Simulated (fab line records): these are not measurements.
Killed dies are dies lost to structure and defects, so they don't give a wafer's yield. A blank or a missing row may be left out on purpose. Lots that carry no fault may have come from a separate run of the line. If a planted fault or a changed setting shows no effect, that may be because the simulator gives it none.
A sampling plan put to the test :: flow sky130 :: each of the 16 faults these records tell of, on one fab line, judged from the records of the lots it struck
Plan = the line's own looks (route steps where a gauge or an inspection reads the wafer without altering it). A look is open to judgement when struck wafers have a number at it and the file gives its usual mean and standard deviation on fault-free wafers. Caught: a look later than the fault's first step finds the struck wafers' mean 4 or more of those standard deviations (sigma) from the usual mean. On the tool: the test repeated on the tool's own readings taken at the fault's steps. It also counts as caught if the struck wafers ran another recipe or if their record alone is blank.

## THE FAULTS, as the simulator had put them in
1. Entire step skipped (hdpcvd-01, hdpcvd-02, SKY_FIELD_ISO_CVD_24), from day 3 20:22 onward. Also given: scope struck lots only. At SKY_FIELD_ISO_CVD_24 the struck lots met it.
2. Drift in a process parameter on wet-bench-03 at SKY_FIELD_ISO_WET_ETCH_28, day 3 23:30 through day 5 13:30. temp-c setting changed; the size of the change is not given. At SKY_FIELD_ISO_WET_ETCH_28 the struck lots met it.
3. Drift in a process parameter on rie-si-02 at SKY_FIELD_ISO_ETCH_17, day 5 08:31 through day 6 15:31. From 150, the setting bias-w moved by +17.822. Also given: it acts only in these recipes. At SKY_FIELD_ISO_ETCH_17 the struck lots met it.
4. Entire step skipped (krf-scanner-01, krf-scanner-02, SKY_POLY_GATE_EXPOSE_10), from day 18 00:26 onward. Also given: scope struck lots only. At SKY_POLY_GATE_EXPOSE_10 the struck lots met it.
5. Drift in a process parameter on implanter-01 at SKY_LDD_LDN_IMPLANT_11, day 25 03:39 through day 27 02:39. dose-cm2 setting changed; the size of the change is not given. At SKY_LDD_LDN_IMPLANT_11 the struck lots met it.
6. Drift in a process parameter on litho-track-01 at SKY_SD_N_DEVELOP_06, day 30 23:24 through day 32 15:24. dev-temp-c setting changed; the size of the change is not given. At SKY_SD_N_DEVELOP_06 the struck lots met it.
7. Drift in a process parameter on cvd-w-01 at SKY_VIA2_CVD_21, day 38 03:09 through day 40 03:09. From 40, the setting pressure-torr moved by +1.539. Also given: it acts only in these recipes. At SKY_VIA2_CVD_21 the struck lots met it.
8. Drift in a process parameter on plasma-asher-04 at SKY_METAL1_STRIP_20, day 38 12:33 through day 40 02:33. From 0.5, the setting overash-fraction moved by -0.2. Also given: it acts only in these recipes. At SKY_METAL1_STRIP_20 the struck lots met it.
9. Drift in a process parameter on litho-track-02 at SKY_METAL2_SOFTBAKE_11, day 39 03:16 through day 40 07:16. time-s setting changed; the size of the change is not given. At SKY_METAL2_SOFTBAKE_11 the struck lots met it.
10. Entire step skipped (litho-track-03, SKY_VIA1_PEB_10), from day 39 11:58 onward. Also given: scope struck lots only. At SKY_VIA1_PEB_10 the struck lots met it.
11. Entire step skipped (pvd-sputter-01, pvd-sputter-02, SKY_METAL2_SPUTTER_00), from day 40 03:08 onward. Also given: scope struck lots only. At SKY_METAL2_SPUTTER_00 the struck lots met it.
12. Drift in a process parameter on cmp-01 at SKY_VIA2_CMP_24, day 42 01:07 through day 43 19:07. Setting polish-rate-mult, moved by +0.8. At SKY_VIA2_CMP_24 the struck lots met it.
13. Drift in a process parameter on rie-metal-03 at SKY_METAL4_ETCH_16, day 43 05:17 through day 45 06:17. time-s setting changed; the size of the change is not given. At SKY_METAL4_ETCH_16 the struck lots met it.
14. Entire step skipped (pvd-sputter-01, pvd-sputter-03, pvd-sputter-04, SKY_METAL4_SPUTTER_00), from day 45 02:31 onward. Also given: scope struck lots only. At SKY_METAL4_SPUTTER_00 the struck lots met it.
15. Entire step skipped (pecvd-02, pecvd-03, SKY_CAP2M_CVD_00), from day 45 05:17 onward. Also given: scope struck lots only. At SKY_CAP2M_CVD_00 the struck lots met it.
16. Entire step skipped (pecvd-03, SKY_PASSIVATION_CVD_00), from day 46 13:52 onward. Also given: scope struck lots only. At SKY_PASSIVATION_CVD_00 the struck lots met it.

## WHAT THE PLAN SAW
fault: 1
on the tool itself: the tool's record is blank for the struck wafers
first look that catches it: no look after it can be judged
reading, sigma: -
median hours from its first step to that look: -
hours from the fault's start to the first struck lot there: -
judged looks passed uncaught: 0

fault: 2
on the tool itself: temp-c +97 sigma
first look that catches it: not the one look that can be judged after it
reading, sigma: -
median hours from its first step to that look: -
hours from the fault's start to the first struck lot there: -
judged looks passed uncaught: 1

fault: 3
on the tool itself: bias-w +41 sigma
first look that catches it: not the one look that can be judged after it
reading, sigma: -
median hours from its first step to that look: -
hours from the fault's start to the first struck lot there: -
judged looks passed uncaught: 1

fault: 4
on the tool itself: no reading that can be judged
first look that catches it: no look after it can be judged
reading, sigma: -
median hours from its first step to that look: -
hours from the fault's start to the first struck lot there: -
judged looks passed uncaught: 0

fault: 5
on the tool itself: dose-ions-cm2 -67 sigma
first look that catches it: none of the 2 looks that can be judged after it
reading, sigma: -
median hours from its first step to that look: -
hours from the fault's start to the first struck lot there: -
judged looks passed uncaught: 2

fault: 6
on the tool itself: developer-temp-C -8.6 sigma
first look that catches it: not the one look that can be judged after it
reading, sigma: -
median hours from its first step to that look: -
hours from the fault's start to the first struck lot there: -
judged looks passed uncaught: 1

fault: 7
on the tool itself: chamber-pressure-Torr +17 sigma
first look that catches it: no look after it can be judged
reading, sigma: -
median hours from its first step to that look: -
hours from the fault's start to the first struck lot there: -
judged looks passed uncaught: 0

fault: 8
on the tool itself: under 2 sigma
first look that catches it: not the one look that can be judged after it
reading, sigma: -
median hours from its first step to that look: -
hours from the fault's start to the first struck lot there: -
judged looks passed uncaught: 1

fault: 9
on the tool itself: run-length-s +41 sigma
first look that catches it: no look after it can be judged
reading, sigma: -
median hours from its first step to that look: -
hours from the fault's start to the first struck lot there: -
judged looks passed uncaught: 0

fault: 10
on the tool itself: no reading that can be judged
first look that catches it: no look after it can be judged
reading, sigma: -
median hours from its first step to that look: -
hours from the fault's start to the first struck lot there: -
judged looks passed uncaught: 0

fault: 11
on the tool itself: the tool's record is blank for the struck wafers
first look that catches it: no look after it can be judged
reading, sigma: -
median hours from its first step to that look: -
hours from the fault's start to the first struck lot there: -
judged looks passed uncaught: 0

fault: 12
on the tool itself: time-to-endpoint-s -9.4 sigma
first look that catches it: no look after it can be judged
reading, sigma: -
median hours from its first step to that look: -
hours from the fault's start to the first struck lot there: -
judged looks passed uncaught: 0

fault: 13
on the tool itself: run-length-s -42 sigma
first look that catches it: no look after it can be judged
reading, sigma: -
median hours from its first step to that look: -
hours from the fault's start to the first struck lot there: -
judged looks passed uncaught: 0

fault: 14
on the tool itself: the tool's record is blank for the struck wafers
first look that catches it: no look after it can be judged
reading, sigma: -
median hours from its first step to that look: -
hours from the fault's start to the first struck lot there: -
judged looks passed uncaught: 0

fault: 15
on the tool itself: the tool's record is blank for the struck wafers
first look that catches it: no look after it can be judged
reading, sigma: -
median hours from its first step to that look: -
hours from the fault's start to the first struck lot there: -
judged looks passed uncaught: 0

fault: 16
on the tool itself: the tool's record is blank for the struck wafers
first look that catches it: no look after it can be judged
reading, sigma: -
median hours from its first step to that look: -
hours from the fault's start to the first struck lot there: -
judged looks passed uncaught: 0
A dash: the fault is not caught, or the number is missing from these records.

Caught at a look: 0 of 16. Caught on the tool: 13 of 16. By one or the other: 13 of 16.
Caught on the tool alone: faults 1, 2, 3, 5, 6, 7, 9, 11, 12, 13, 14, 15, 16.
Caught by neither: faults 4, 8, 10.
